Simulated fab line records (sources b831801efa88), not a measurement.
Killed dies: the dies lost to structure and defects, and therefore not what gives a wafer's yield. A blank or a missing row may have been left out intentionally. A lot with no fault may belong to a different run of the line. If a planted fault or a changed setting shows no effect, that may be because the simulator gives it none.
8D (eight disciplines) problem report, filled in by code    flow sky130    the parts of the form that need people (team, actions taken, sign-off) are left out

1. THE PROBLEM
NWELL_RS at SKY_NWELL_RS_MEAS_29 reads a mean of 647.9 ohm/sq on 6 wafers of 2 lots; wafers without a fault read 624.7 ohm/sq with a standard deviation of 1.5. That puts it +15 standard deviations away from the usual mean.
The step: measures by four-point-probe.
First observed at day 6 10:23: wafer L435.2, on filmMetro-01. Wafers with a number at this step in the record: 33, from 11 lots. Rule for "out" (also "out of limits"): further than 4 standard deviations from the usual mean. The rest of the wafers with a number are treated as sound.

2. WHAT THIS IS AND IS NOT
question                     is                          is not
which readings at this step  NWELL_RS                    -
which lots                   L435, L439                  L430, L431, L432, L433, L434, L436, L446, L447, L451
which wafers of those lots   all that have a number      -
read on which gauges         filmMetro-01, filmMetro-03  filmMetro-04
when                         from day 6 10:23            up to then (15 sound wafers); but 12 sound wafers of L436, L446, L447, L451 came after

3. SUSPECTS, AND WHAT RULES EACH OUT
Counting: a tool at any process step up to the reading remains a suspect when it ran all the lots that are out and ran no sound lot after the first of those.
- the gauge at SKY_NWELL_RS_MEAS_29 is ruled out. Those wafers that are out were read across 2 gauges (filmMetro-01, filmMetro-03).
- rieSi-02 at SKY_FIELD_ISO_ETCH_17 (etches Si in HBr/Cl2/O2, target depth 342 nm, time 97.7 s): ruled out as a lasting fault. Sound lots L436, L447 ran on it after its first lot that is out, L435 (day 3 07:46).
- implanter-04 at SKY_NWELL_IMPLANT_11: kept. Every lot that is out went through it, starting with L435 (day 5 16:20), and after that it ran no sound lot; the last sound lot it ran before then is L434 (day 5 11:19). Its own beamEnergyKeV readings are out on those wafers.
Remaining after the count: implanter-04 at SKY_NWELL_IMPLANT_11.

4. THE CAUSE (what the simulator had put in)
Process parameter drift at SKY_NWELL_IMPLANT_11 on implanter-04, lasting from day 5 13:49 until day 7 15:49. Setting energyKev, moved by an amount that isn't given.
Only this tool survived the counting.

5. THE CHAIN OF EFFECTS, in route order
One row per reading whose mean, taken over the struck wafers that have a number, lies over 3 standard deviations from the usual. Only readings whose record carries a usual standard deviation are examined. hours: median over the lots of the time between each lot's start at the first step of this table that gives one and its start at this step. sigmas: the change, counted in usual standard deviations.
hours  step                  reading        usual         on struck wafers  change  sigmas
0      SKY_NWELL_IMPLANT_11  beamEnergyKeV  400.02        344.76            -55.26  -99 or more
19     SKY_NWELL_RS_MEAS_29  NWELL_RS       624.7 ohm/sq  647.9             +23.2   +15
Here are the process steps it includes:
- SKY_NWELL_IMPLANT_11

6. HOW IT WOULD HAVE BEEN CAUGHT EARLIER
Counted from the fault's start at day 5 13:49, it took 21 hours until the first out-of-limits reading at a measuring or inspecting step in this record, taken at day 6 10:23.
At SKY_NWELL_IMPLANT_11, the tool's own readings (beamEnergyKeV) were out on each struck wafer the step has a row for, so an alarm limit on them would have fired on the first such wafer.
Among the 2 lots that are out, L439 began SKY_NWELL_IMPLANT_11 on implanter-04 after day 6 10:23. Putting the tool on hold at that point would have spared it.
